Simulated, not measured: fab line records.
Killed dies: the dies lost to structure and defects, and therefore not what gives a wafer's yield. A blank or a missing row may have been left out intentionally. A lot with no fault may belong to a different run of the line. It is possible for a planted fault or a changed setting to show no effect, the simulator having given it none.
fab line records	flow sky130
[record] lots = 5	wafers = 23
route steps=708 shown FIELD_ISO@4 DNWELL@37 NWELL@59 VT_ADJUST_HVTP@91 VT_ADJUST_NCORE@121
start_h: the number of hours between the record's first day and the start of the first shown wafer of the lot	wait_h: time in hours since the lot's previous step	" repeats the value in the row above	L1.1+2: several wafers, shown together as one row	- either no value or no given start	* or withheld: withheld	< > ~ a bound
route shown NAME@n: names a module that has steps shown in the file, with the first one's number in the route	usual: mean and standard deviation over wafers with no fault	same: alike in all rows	chamber/n: place in a boat	sites: per-site readings	_std_site: standard deviation of those values	_edge_site: outer sites' mean less inner sites'	radius_mm: how far each site lies from the wafer's centre	mask NAME#n: copy n	behind: tool/chamber where the wafer was last shaped	hold: cause of the lot's hold/its duration in hours/its outcome	device: whichever transistor did not switch (one of n, p or np)	end of line: tests run on the same wafers once the route is complete	a step without rows: its recipe alone	killed: count of dies lost to structure and defects at first sort (not the wafer's yield)	map: a wafer's dies, x killed, . not, _ none there
set.NAME: the setting the step ran with; set.NAME@STEP: the setting that earlier step ran with	model.NAME: the simulator's own value behind a step, which no gauge read
lots run with intentionally changed settings; tables by step, rows by wafer
[[steps]]
[step SKY_FIELD_ISO_CVD_03]
[recipe] material = Si3N4	precursor = DCS/NH3	target_thk_nm = 165	temp_c = 770	time_s = 2830	pressure_mtorr = 250
lot.wafer	tool	chamber	start_h	wait_h	set.temp_c	model.Si3N4_of_FIELD_ISO_CVD_03.thk_nm
L077.1	lpcvd-02	0	27.97	0.2	770	163.8
L077.4	"	0	"	"	770	162.5
L077.6	"	0	"	"	770	163.1
L078.1	-	-	-	1.2	750.7	110.8
L078.2+4	"	-	"	"	750.7	111.3
L078.5	"	-	"	"	750.7	110.9
L078.6	"	-	"	"	750.7	111.7
L081.1	-	-	-	0.1	776.7	186.2
L081.2	"	-	"	"	776.7	185.7
L081.3	"	-	"	"	776.7	186
L081.4	"	-	"	"	776.7	184.1
L081.5	"	-	"	"	776.7	186.3
L082.2	-	-	-	0.0	760.6	138.5
L082.3	"	-	"	"	760.6	140.2
L082.4	"	-	"	"	760.6	137.5
L082.5	"	-	"	"	760.6	137.7
L082.6	"	-	"	"	760.6	136.7
L083.1	-	-	-	0.1	787.7	228.8
L083.3	"	-	"	"	787.7	229.5
L083.4	"	-	"	"	787.7	230.2
L083.5	"	-	"	"	787.7	229.4
L083.6	"	-	"	"	787.7	230.6
[step SKY_FIELD_ISO_THK_MEAS_04]
[recipe] reads = Si3N4_of_FIELD_ISO_CVD_03
[usual] FIELD_ISO_CVD_03_THK = 164.0/1.3
lot.wafer	tool	chamber	start_h	wait_h	set.temp_c@FIELD_ISO_CVD_03	FIELD_ISO_CVD_03_THK[nm]
L077.1	film_metro-01	-	29.76	0.0	770	163.8
L077.4	"	-	"	"	770	162.5
L077.6	"	-	"	"	770	163.1
L078.1	film_metro-01	-	-	-	750.7	110.8
L078.2	"	-	"	"	750.7	111.3
L078.4	"	-	"	"	750.7	111.2
L078.5	"	-	"	"	750.7	111.0
L078.6	"	-	"	"	750.7	111.6
L081.1	film_metro-03	-	-	-	776.7	186.2
L081.2	"	-	"	"	776.7	185.6
L081.3	"	-	"	"	776.7	186.0
L081.4	"	-	"	"	776.7	184.0
L081.5	"	-	"	"	776.7	186.4
L082.2	film_metro-03	-	-	-	760.6	138.5
L082.3	"	-	"	"	760.6	140.1
L082.4	"	-	"	"	760.6	137.4
L082.5	"	-	"	"	760.6	137.7
L082.6	"	-	"	"	760.6	136.8
L083.1	film_metro-01	-	-	-	787.7	228.9
L083.3	"	-	"	"	787.7	229.5
L083.4	"	-	"	"	787.7	230.1
L083.5	"	-	"	"	787.7	229.2
L083.6	"	-	"	"	787.7	230.5
[step SKY_FIELD_ISO_DEVELOP_12]
[recipe] develop_time_s = 60	resist = KrF-thick	dev_temp_c = 21
lot.wafer	tool	chamber	start_h	wait_h	set.develop_time_s
L077.1+4+6	litho_track-01	0	-	-	60
L078.1+2+6	litho_track-03	0	-	-	60
L078.4+5	"	0	"	"	56.64
L081.1+4+5	litho_track-04	0	-	-	57.47
L081.2+3	"	0	"	"	60
L082.2+4+5	litho_track-01	0	-	-	65.18
L082.3+6	"	0	"	"	60
L083.1+3+4+5+6	litho_track-03	0	-	-	60
[step SKY_FIELD_ISO_ETCH_14]
[recipe] chemistry = N2/H2	target = BARC	ion_energy_ev = 200	source_w = 500	bias_w = 100	pressure_mtorr = 30	n2_flow_sccm = 100	h2_flow_sccm = 200	stop_on = SiO2	time_s = 45.9	target_depth_a = 600
[step SKY_FIELD_ISO_ETCH_15]
[recipe] chemistry = CHF3/O2	target_depth_nm = 180	stop_on = Si	source_w = 600	bias_w = 200	pressure_mtorr = 40	chf3_flow_sccm = 50	O2_flow_sccm = 5	time_s = 72
[usual] oes_product_au = 0.944/0.0061
lot.wafer	tool	chamber	start_h	wait_h	set.temp_c@FIELD_ISO_CVD_03	oes_product_au
L077.1	rie_diel-01	3	45.88	0.0	770	0.941
L077.4	"	0	"	"	770	0.941
L077.6	"	3	"	"	770	0.939
L078.1	rie_diel-01	0	50.48	0.0	750.7	0.758
L078.2	"	2	"	"	750.7	0.766
L078.4	"	2	"	"	750.7	0.762
L078.5	"	0	"	"	750.7	0.763
L078.6	"	3	"	"	750.7	0.758
L081.1	rie_diel-02	3	66.35	0.0	776.7	1.020
L081.2	"	0	"	"	776.7	0.996
L081.3	"	2	"	"	776.7	0.985
L081.4	"	1	"	"	776.7	0.998
L081.5	"	2	"	"	776.7	1.005
L082.2	rie_diel-04	3	71.18	0.0	760.6	0.860
L082.3	"	1	"	"	760.6	0.863
L082.4	"	0	"	"	760.6	0.852
L082.5	"	1	"	"	760.6	0.854
L082.6	"	0	"	"	760.6	0.853
L083.1	rie_diel-04	1	76.33	0.0	787.7	0.999
L083.3	"	2	"	"	787.7	0.997
L083.4	"	3	"	"	787.7	1.002
L083.5	"	0	"	"	787.7	1.009
L083.6	"	1	"	"	787.7	0.993
[step SKY_DNWELL_COAT_02]
[recipe] spin_rpm = 2000	resist_thk_nm = 3000
lot.wafer	tool	chamber	start_h	wait_h	set.resist_thk_nm	model.coat_of_DNWELL_COAT_02.thk_nm
L077.1	litho_track-01	0	61.67	0.1	3000	2996
L077.4	"	0	"	"	3000	3009
L077.6	"	0	"	"	3000	2999
L078.1	litho_track-02	0	67.65	0.1	3000	3002
L078.2	"	0	"	"	3000	2994
L078.4	"	0	"	"	2933	2939
L078.5	"	0	"	"	3000	3008
L078.6	"	0	"	"	2933	2942
L081.1	litho_track-04	0	88.14	0.1	3000	3004
L081.2	"	0	"	"	3000	3016
L081.3	"	0	"	"	2862	2878
L081.4	"	0	"	"	2862	2872
L081.5	"	0	"	"	3000	3010
L082.2+4	litho_track-02	0	92.58	0.1	3148	3160
L082.3	"	0	"	"	3000	3008
L082.5	"	0	"	"	3000	3007
L082.6	"	0	"	"	3000	3003
L083.1	litho_track-01	0	95.62	0.1	2925	2918
L083.3	"	0	"	"	2925	2919
L083.4	"	0	"	"	3000	2988
L083.5	"	0	"	"	3000	2993
L083.6	"	0	"	"	2925	2911
[step SKY_DNWELL_DEVELOP_06]
[recipe] wall_angle_deg = 90	developer = TMAH	develop_time_s = 60	dev_temp_c = 23
lot.wafer	tool	chamber	start_h	wait_h	set.dev_temp_c
L077.1+4+6	litho_track-02	0	-	-	23
L078.1+2+4	litho_track-01	0	-	-	23
L078.5+6	"	0	"	"	25.13
L081.1+3+5	litho_track-04	0	-	-	26.28
L081.2+4	"	0	"	"	23
L082.2+3+5	litho_track-01	0	-	-	24.71
L082.4+6	"	0	"	"	23
L083.1+6	litho_track-04	0	-	-	23
L083.3+4+5	"	0	"	"	25.26
[step SKY_DNWELL_IMPLANT_07]
[recipe] species = P	energy_kev = withheld	dose_cm2 = withheld	tilt_deg = withheld
[step SKY_DNWELL_STRIP_08]
[recipe] chemistry = O2/N2	power_w = 1400	pressure_mtorr = 1500	platen_temp_c = withheld	o2_flow_sccm = 3000	n2_flow_sccm = 300	overash_fraction = 0.5
[usual] strip_time_to_endpoint_s = 36.94/0.11
lot.wafer	tool	chamber	start_h	wait_h	set.resist_thk_nm@DNWELL_COAT_02	strip_time_to_endpoint_s
L077.1	plasma_asher-02	1	71.00	0.1	3000	36.86
L077.4	"	0	"	"	3000	37.02
L077.6	"	1	"	"	3000	36.89
L078.1	plasma_asher-02	0	76.67	0.1	3000	36.95
L078.2	"	1	"	"	3000	36.85
L078.4	"	0	"	"	2933	36.24
L078.5	"	0	"	"	3000	37.01
L078.6	"	1	"	"	2933	36.27
L081.1	plasma_asher-04	1	96.96	0.1	3000	36.96
L081.2	"	0	"	"	3000	37.10
L081.3	"	0	"	"	2862	35.51
L081.4	"	1	"	"	2862	35.43
L081.5	"	0	"	"	3000	37.04
L082.2	plasma_asher-04	0	101.37	0.1	3148	38.72
L082.3	"	1	"	"	3000	37.03
L082.4	"	0	"	"	3148	38.73
L082.5	"	1	"	"	3000	36.99
L082.6	"	0	"	"	3000	36.95
L083.1	plasma_asher-02	1	103.99	0.1	2925	35.99
L083.3	"	0	"	"	2925	35.99
L083.4	"	1	"	"	3000	36.78
L083.5	"	0	"	"	3000	36.83
L083.6	"	1	"	"	2925	35.90
[step SKY_NWELL_SOFTBAKE_06]
[recipe] temp_c = 110	time_s = withheld
lot.wafer	tool	chamber	start_h	wait_h	set.temp_c	model.coat_of_NWELL_COAT_05.thk_nm
L077.1	litho_track-03	0	96.57	0.1	110	3005
L077.4	"	0	"	"	110	3020
L077.6	"	0	"	"	110	3008
L078.1	litho_track-01	0	102.02	0.1	112.6	2975
L078.2	"	0	"	"	110	2995
L078.4	"	0	"	"	110	2998
L078.5	"	0	"	"	112.6	2969
L078.6	"	0	"	"	112.6	2972
L081.1	litho_track-02	0	124.90	0.1	113	2992
L081.2	"	0	"	"	110	3008
L081.3	"	0	"	"	110	3007
L081.4	"	0	"	"	113	2985
L081.5	"	0	"	"	113	2989
L082.2	litho_track-01	0	129.50	0.1	110	3011
L082.3	"	0	"	"	110	3008
L082.4	"	0	"	"	110	3001
L082.5	"	0	"	"	110	3005
L082.6	"	0	"	"	110	3007
L083.1	litho_track-02	0	132.90	0.1	110	2997
L083.3	"	0	"	"	110	3003
L083.4	"	0	"	"	110	3002
L083.5	"	0	"	"	110	2998
L083.6	"	0	"	"	110	3009
[step SKY_NWELL_IMPLANT_11]
[recipe] species = P	energy_kev = 400	dose_cm2 = 1.9e+13	tilt_deg = withheld
lot.wafer	tool	chamber	start_h	wait_h	set.dose_cm2
L077.1+4+6	implanter-04	0	105.26	0.0	1.9e+13
L078.1+2+4+5+6	implanter-02	0	112.24	0.0	1.9e+13
L081.1+4	implanter-04	0	134.26	0.0	1.9e+13
L081.2+3+5	"	0	"	"	2.007e+13
L082.2+6	implanter-02	0	138.13	0.0	1.976e+13
L082.3+4+5	"	0	"	"	1.9e+13
L083.1+3+4+5+6	implanter-03	0	142.04	0.0	1.9e+13
[step SKY_NWELL_IMPLANT_12]
[recipe] species = P	energy_kev = 120	dose_cm2 = 1.3e+12	tilt_deg = withheld
[step SKY_NWELL_IMPLANT_13]
[recipe] species = P	energy_kev = 50	dose_cm2 = 7e+11	tilt_deg = withheld
[step SKY_NWELL_STRIP_14]
[recipe] chemistry = O2/N2	power_w = 1400	pressure_mtorr = 1522	platen_temp_c = withheld	o2_flow_sccm = 3000	n2_flow_sccm = 300	overash_fraction = 0.5
[usual] strip_time_to_endpoint_s = 36.85/0.088
lot.wafer	tool	chamber	start_h	wait_h	set.temp_c@NWELL_SOFTBAKE_06	strip_time_to_endpoint_s
L077.1	plasma_asher-01	0	105.71	0.1	110	36.82
L077.4	"	1	"	"	110	37.00
L077.6	"	0	"	"	110	36.86
L078.1	plasma_asher-03	1	112.69	0.1	112.6	36.47
L078.2	"	0	"	"	110	36.71
L078.4	"	1	"	"	110	36.74
L078.5	"	0	"	"	112.6	36.41
L078.6	"	1	"	"	112.6	36.44
L081.1	plasma_asher-03	0	134.71	0.1	113	36.67
L081.2	"	1	"	"	110	36.86
L081.3	"	1	"	"	110	36.87
L081.4	"	0	"	"	113	36.59
L081.5	"	1	"	"	113	36.63
L082.2	plasma_asher-03	1	138.56	0.1	110	36.90
L082.3	"	1	"	"	110	36.87
L082.4	"	0	"	"	110	36.79
L082.5	"	0	"	"	110	36.83
L082.6	"	1	"	"	110	36.85
L083.1	plasma_asher-03	0	142.49	0.1	110	36.74
L083.3	"	0	"	"	110	36.82
L083.4	"	1	"	"	110	36.78
L083.5	"	0	"	"	110	36.74
L083.6	"	1	"	"	110	36.87
[step SKY_NWELL_SOFTBAKE_19]
[recipe] temp_c = 110	time_s = withheld
lot.wafer	tool	chamber	start_h	wait_h	set.temp_c	model.coat_of_NWELL_COAT_18.thk_nm
L077.1	litho_track-02	0	115.25	0.1	110	3021
L077.4	"	0	"	"	110	3013
L077.6	"	0	"	"	110	3016
L078.1	litho_track-01	0	121.37	0.1	110	2981
L078.2	"	0	"	"	110	2985
L078.4	"	0	"	"	113	2966
L078.5	"	0	"	"	113	2962
L078.6	"	0	"	"	110	2976
L081.1	litho_track-02	0	143.65	0.1	113.5	2970
L081.2	"	0	"	"	113.5	2967
L081.3+5	"	0	"	"	110	2996
L081.4	"	0	"	"	110	2994
L082.2	litho_track-01	0	148.75	0.1	110	3002
L082.3	"	0	"	"	110	2995
L082.4	"	0	"	"	110	2998
L082.5	"	0	"	"	110	2992
L082.6	"	0	"	"	110	2999
L083.1	litho_track-02	0	153.10	0.1	110	2997
L083.3	"	0	"	"	110	3007
L083.4	"	0	"	"	112.7	2982
L083.5	"	0	"	"	110	3003
L083.6	"	0	"	"	112.7	2981
[step SKY_NWELL_EXPOSE_20]
[recipe] mask_id = NWM_COMPLEMENT	na = 0.6	source_shape = conventional	sigma_outer = 0.6	polarization = unpolarized	target_cd_nm = 840	dose_mj = 260
[step SKY_NWELL_PEB_21]
[recipe] temp_c = 115	time_s = withheld
[step SKY_NWELL_IMPLANT_24]
[recipe] species = B	energy_kev = 140	dose_cm2 = 9.2e+12	tilt_deg = withheld
[step SKY_NWELL_STRIP_25]
[recipe] chemistry = O2/N2	power_w = 1400	pressure_mtorr = 1500	platen_temp_c = withheld	o2_flow_sccm = 3000	n2_flow_sccm = 300	overash_fraction = 0.5
[usual] strip_time_to_endpoint_s = 36.92/0.12
lot.wafer	tool	chamber	start_h	wait_h	set.temp_c@NWELL_SOFTBAKE_19	strip_time_to_endpoint_s
L077.1	plasma_asher-03	0	124.91	0.1	110	37.16
L077.4	"	1	"	"	110	37.05
L077.6	"	1	"	"	110	37.11
L078.1	plasma_asher-01	0	132.11	0.1	110	36.71
L078.2	"	1	"	"	110	36.74
L078.4	"	0	"	"	113	36.52
L078.5	"	0	"	"	113	36.46
L078.6	"	1	"	"	110	36.61
L081.1	plasma_asher-02	1	153.81	0.1	113.5	36.56
L081.2	"	0	"	"	113.5	36.53
L081.3	"	1	"	"	110	36.86
L081.4	"	0	"	"	110	36.83
L081.5	"	1	"	"	110	36.87
L082.2	plasma_asher-01	1	158.56	0.1	110	36.92
L082.3	"	1	"	"	110	36.83
L082.4	"	0	"	"	110	36.90
L082.5	"	1	"	"	110	36.81
L082.6	"	0	"	"	110	36.89
L083.1	plasma_asher-01	0	162.71	0.1	110	36.89
L083.3	"	1	"	"	110	36.98
L083.4	"	0	"	"	112.7	36.68
L083.5	"	0	"	"	110	36.96
L083.6	"	1	"	"	112.7	36.70
[step SKY_NWELL_CLEAN_27]
[recipe] chemistry = SC1/SC2	mix = 1:4:20	temp_c = 70	time_s = 150	dry = n2_spin
lot.wafer	tool	chamber	start_h	wait_h	set.time_s
L077.1+4+6	wet_bench-01	1	125.07	0.1	150
L078.1+2+4+5+6	-	-	-	0.1	170.1
L081.1+2+3+4+5	-	-	-	0.1	160.8
L082.2+3+4+5+6	-	-	-	0.0	168.3
L083.1+3+4+5+6	-	-	-	0.1	162.6
[step SKY_NWELL_RTA_28]
[recipe] temp_c = 1050	time_s = 30	idle_temp_c = 650	ramp_up_c_per_s = 150	ramp_down_c_per_s = 90	ambient = N2
[step SKY_NWELL_RS_MEAS_29]
[recipe] thk_meas_gauge = four-point-probe
[usual] NWELL_RS = 624.3/1.4
lot.wafer	tool	chamber	start_h	wait_h	set.dose_cm2@NWELL_IMPLANT_11	NWELL_RS[ohm/sq]
L077.1	film_metro-04	-	125.22	0.1	1.9e+13	626.3
L077.4	"	-	"	"	1.9e+13	622.9
L077.6	"	-	"	"	1.9e+13	625.6
L078.1	film_metro-02	-	132.43	0.1	1.9e+13	624.8
L078.2	"	-	"	"	1.9e+13	624.3
L078.4	"	-	"	"	1.9e+13	626.0
L078.5	"	-	"	"	1.9e+13	626.4
L078.6	"	-	"	"	1.9e+13	626.0
L081.1	film_metro-04	-	154.12	0.1	1.9e+13	624.7
L081.2	"	-	"	"	2.007e+13	605.7
L081.3	"	-	"	"	2.007e+13	606.5
L081.4	"	-	"	"	1.9e+13	624.8
L081.5	"	-	"	"	2.007e+13	606.3
L082.2	film_metro-02	-	158.94	0.1	1.976e+13	611.4
L082.3	"	-	"	"	1.9e+13	623.6
L082.4	"	-	"	"	1.9e+13	623.8
L082.5	"	-	"	"	1.9e+13	624.1
L082.6	"	-	"	"	1.976e+13	610.9
L083.1	film_metro-04	-	163.07	0.1	1.9e+13	623.3
L083.3	"	-	"	"	1.9e+13	624.4
L083.4	"	-	"	"	1.9e+13	622.4
L083.5	"	-	"	"	1.9e+13	623.0
L083.6	"	-	"	"	1.9e+13	622.6
[step SKY_VT_ADJUST_HVTP_DEVELOP_06]
[recipe] resist = NOVOLAK	developer = TMAH	develop_time_s = 60	dev_temp_c = 23
lot.wafer	tool	chamber	start_h	wait_h	set.develop_time_s
L077.1+4+6	litho_track-04	0	143.79	0.1	60
L078.1+6	litho_track-01	0	151.47	0.1	53.48
L078.2+4+5	"	0	"	"	60
L081.1+2+3+4+5	litho_track-01	0	173.52	0.1	60
L082.2+3+4+5+6	litho_track-04	0	178.91	0.1	60
L083.1+4	litho_track-04	0	183.54	0.1	68.42
L083.3+5+6	"	0	"	"	60
[step SKY_VT_ADJUST_HVTP_CD_MEAS_07]
[recipe] target_cd_nm = 380
[usual] cd_nm = 380.0/2.2
lot.wafer	tool	chamber	start_h	wait_h	set.develop_time_s@VT_ADJUST_HVTP_DEVELOP_06	cd_nm
L077.1	cd_sem-02	-	143.94	0.1	60	379.8
L077.4	"	-	"	"	60	380.7
L077.6	"	-	"	"	60	379.8
L078.1	cd_sem-02	-	151.62	0.1	53.48	370.3
L078.2	"	-	"	"	60	383.1
L078.4	"	-	"	"	60	383.0
L078.5	"	-	"	"	60	383.2
L078.6	"	-	"	"	53.48	370.4
L081.1	cd_sem-01	-	173.67	0.1	60	374.7
L081.2	"	-	"	"	60	375.4
L081.3	"	-	"	"	60	375.4
L081.4	"	-	"	"	60	377.6
L081.5	"	-	"	"	60	374.8
L082.2	cd_sem-02	-	179.06	0.1	60	380.0
L082.3	"	-	"	"	60	380.2
L082.4	"	-	"	"	60	382.6
L082.5	"	-	"	"	60	380.8
L082.6	"	-	"	"	60	383.1
L083.1	cd_sem-02	-	183.69	0.1	68.42	391.2
L083.3	"	-	"	"	60	379.1
L083.4	"	-	"	"	68.42	396.0
L083.5	"	-	"	"	60	380.2
L083.6	"	-	"	"	60	381.4
[step SKY_VT_ADJUST_NCORE_COAT_02]
[recipe] resist = NOVOLAK	spin_rpm = 3000	resist_thk_nm = 1140
lot.wafer	tool	chamber	start_h	wait_h	set.spin_rpm	model.NOVOLAK_of_VT_ADJUST_NCORE_COAT_02.thk_nm
L077.1	litho_track-03	0	194.47	0.1	3000	1140
L077.4	"	0	"	"	3000	1137
L077.6	"	0	"	"	3000	1141
L078.1+4	litho_track-03	0	202.07	0.1	3000	1143
L078.2	"	0	"	"	3128	1120
L078.5	"	0	"	"	3128	1115
L078.6	"	0	"	"	3000	1141
L081.1	litho_track-02	0	226.00	0.1	3185	1107
L081.2	"	0	"	"	3185	1105
L081.3+5	"	0	"	"	3000	1143
L081.4	"	0	"	"	3185	1108
L082.2	litho_track-02	0	231.83	0.1	3000	1141
L082.3	"	0	"	"	3000	1139
L082.4	"	0	"	"	2924	1156
L082.5	"	0	"	"	2924	1154
L082.6	"	0	"	"	2924	1155
L083.1	litho_track-04	0	237.84	0.1	3000	1141
L083.3	"	0	"	"	2872	1163
L083.4	"	0	"	"	2872	1168
L083.5	"	0	"	"	2872	1167
L083.6	"	0	"	"	3000	1139
[step SKY_VT_ADJUST_NCORE_STRIP_10]
[recipe] chemistry = O2/N2	power_w = 1400	pressure_mtorr = 1500	platen_temp_c = withheld	o2_flow_sccm = 3000	n2_flow_sccm = 300	overash_fraction = 0.5
[usual] strip_time_to_endpoint_s = 14.19/0.042
lot.wafer	tool	chamber	start_h	wait_h	set.o2_flow_sccm	set.spin_rpm@VT_ADJUST_NCORE_COAT_02	strip_time_to_endpoint_s
L077.1	plasma_asher-04	0	205.44	0.1	3000	3000	14.17
L077.4	"	0	"	"	3000	3000	14.13
L077.6	"	0	"	"	3000	3000	14.20
L078.1	plasma_asher-02	1	212.99	0.1	3311	3000	14.13
L078.2	"	0	"	"	3000	3128	13.96
L078.4	"	0	"	"	3000	3000	14.20
L078.5	"	1	"	"	3311	3128	13.82
L078.6	"	0	"	"	3311	3000	14.09
L081.1	plasma_asher-04	0	237.36	0.1	3000	3185	13.77
L081.2	"	1	"	"	3000	3185	13.76
L081.3	"	0	"	"	3000	3000	14.20
L081.4	"	1	"	"	3000	3185	13.80
L081.5	"	0	"	"	3000	3000	14.21
L082.2	plasma_asher-02	1	243.98	0.1	2597	3000	14.33
L082.3	"	1	"	"	3000	3000	14.18
L082.4	"	0	"	"	3000	2924	14.33
L082.5	"	1	"	"	2597	2924	14.46
L082.6	"	0	"	"	3000	2924	14.31
L083.1	plasma_asher-02	1	249.44	0.1	3000	3000	14.18
L083.3	"	1	"	"	3000	2872	14.40
L083.4	"	0	"	"	3000	2872	14.48
L083.5	"	1	"	"	3243	2872	14.41
L083.6	"	0	"	"	3243	3000	14.11
[[key]]
[split] step = SKY_FIELD_ISO_CVD_03	setting = temp_c	stated = 770	by = lot
[response] step = SKY_FIELD_ISO_CVD_03	reading = model.Si3N4_of_FIELD_ISO_CVD_03.thk_nm	change = +24.4	per = 1%	r = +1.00
[response] step = SKY_FIELD_ISO_THK_MEAS_04	reading = FIELD_ISO_CVD_03_THK	change = +24.4	per = 1%	r = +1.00
[response] step = SKY_FIELD_ISO_ETCH_15	reading = oes_product_au	change = +0.0526	per = 1%	r = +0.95
[split] step = SKY_FIELD_ISO_DEVELOP_12	setting = develop_time_s	stated = 60	by = wafer
response none clear
[split] step = SKY_DNWELL_COAT_02	setting = resist_thk_nm	stated = 3000	by = wafer
[response] step = SKY_DNWELL_COAT_02	reading = model.coat_of_DNWELL_COAT_02.thk_nm	change = +30	per = 1%	r = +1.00
[response] step = SKY_DNWELL_STRIP_08	reading = strip_time_to_endpoint_s	change = *	per = 1%	r = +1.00
[split] step = SKY_DNWELL_DEVELOP_06	setting = dev_temp_c	stated = 23	by = wafer
response none clear
[split] step = SKY_NWELL_SOFTBAKE_06	setting = temp_c	stated = 110	by = wafer
[response] step = SKY_NWELL_SOFTBAKE_06	reading = model.coat_of_NWELL_COAT_05.thk_nm	change = -8.39	per = 1%	r = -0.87
[response] step = SKY_NWELL_STRIP_14	reading = strip_time_to_endpoint_s	change = *	per = 1%	r = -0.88
[split] step = SKY_NWELL_IMPLANT_11	setting = dose_cm2	stated = 1.9e+13	by = wafer
[response] step = SKY_NWELL_RS_MEAS_29	reading = NWELL_RS	change = -3.26	per = 1%	r = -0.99
[split] step = SKY_NWELL_SOFTBAKE_19	setting = temp_c	stated = 110	by = wafer
[response] step = SKY_NWELL_SOFTBAKE_19	reading = model.coat_of_NWELL_COAT_18.thk_nm	change = -7.64	per = 1%	r = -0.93
[response] step = SKY_NWELL_STRIP_25	reading = strip_time_to_endpoint_s	change = *	per = 1%	r = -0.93
[split] step = SKY_NWELL_CLEAN_27	setting = time_s	stated = 150	by = lot
response none clear
[split] step = SKY_VT_ADJUST_HVTP_DEVELOP_06	setting = develop_time_s	stated = 60	by = wafer
[response] step = SKY_VT_ADJUST_HVTP_CD_MEAS_07	reading = cd_nm	change = +1.03	per = 1%	r = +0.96
[split] step = SKY_VT_ADJUST_NCORE_COAT_02	setting = spin_rpm	stated = 3000	by = wafer
[response] step = SKY_VT_ADJUST_NCORE_COAT_02	reading = model.NOVOLAK_of_VT_ADJUST_NCORE_COAT_02.thk_nm	change = -5.88	per = 1%	r = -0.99
[response] step = SKY_VT_ADJUST_NCORE_STRIP_10	reading = strip_time_to_endpoint_s	change = *	per = 1%	r = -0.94
[split] step = SKY_VT_ADJUST_NCORE_STRIP_10	setting = o2_flow_sccm	stated = 3000	by = wafer
response none clear
